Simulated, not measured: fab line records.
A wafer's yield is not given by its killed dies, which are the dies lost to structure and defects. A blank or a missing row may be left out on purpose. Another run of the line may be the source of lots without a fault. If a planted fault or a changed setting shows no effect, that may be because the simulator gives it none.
Chamber matching | flow sky130 | 4 sister chambers for SKY_LI_CONTACT_CMP_02 on cmp-01
The step polishes PSG. 4 wafers are shown with their chamber, then 7 later ones without.

== WAFERS, EACH WITH ITS CHAMBER ==
wafer  | chamber | motor current A (A)
L373.5 | 1       | 12.5
L382.6 | 2       | 12.3
L389.1 | 3       | 9.8
L389.2 | 0       | 13.6

== WAFERS WITHOUT THEIR CHAMBER ==
wafer  | motor current A (A)
L389.5 | 11.8
L390.2 | 13.9
L390.3 | 11.4
L390.6 | 13.8
L391.1 | 11.7
L391.4 | 13.9
L391.6 | 11.6

== EACH ONE'S CHAMBER ==
wafer  | from the rows above          | in truth
L389.5 | can't be placed: 2 or 1      | 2
L390.2 | can't be placed: 0 or 1      | 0
L390.3 | can't be placed: 2 or 1 or 3 | 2
L390.6 | can't be placed: 0 or 1      | 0
L391.1 | can't be placed: 2 or 1      | 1
L391.4 | can't be placed: 0 or 1      | 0
L391.6 | can't be placed: 2 or 1 or 3 | 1
0 of 7 placed correctly. Cannot be placed on the basis of these rows: 7; the candidates contain the true chamber in 7. Wrongly placed: 0.
How it was worked out, from the rows above alone: a wafer's distance from a chamber is the root of the sum, over the readings, of the square of ((its reading less the chamber's mean) divided by the reading's scatter). If the next closest chamber is less than 2 further off than the closest, the wafer can't be placed; otherwise it belongs to the closest. Each chamber's mean is taken over the wafers shown for it. The scatter (one wafer shown for each chamber): square how far every hidden wafer sits from the nearest shown wafer, average those squares and take the square root.
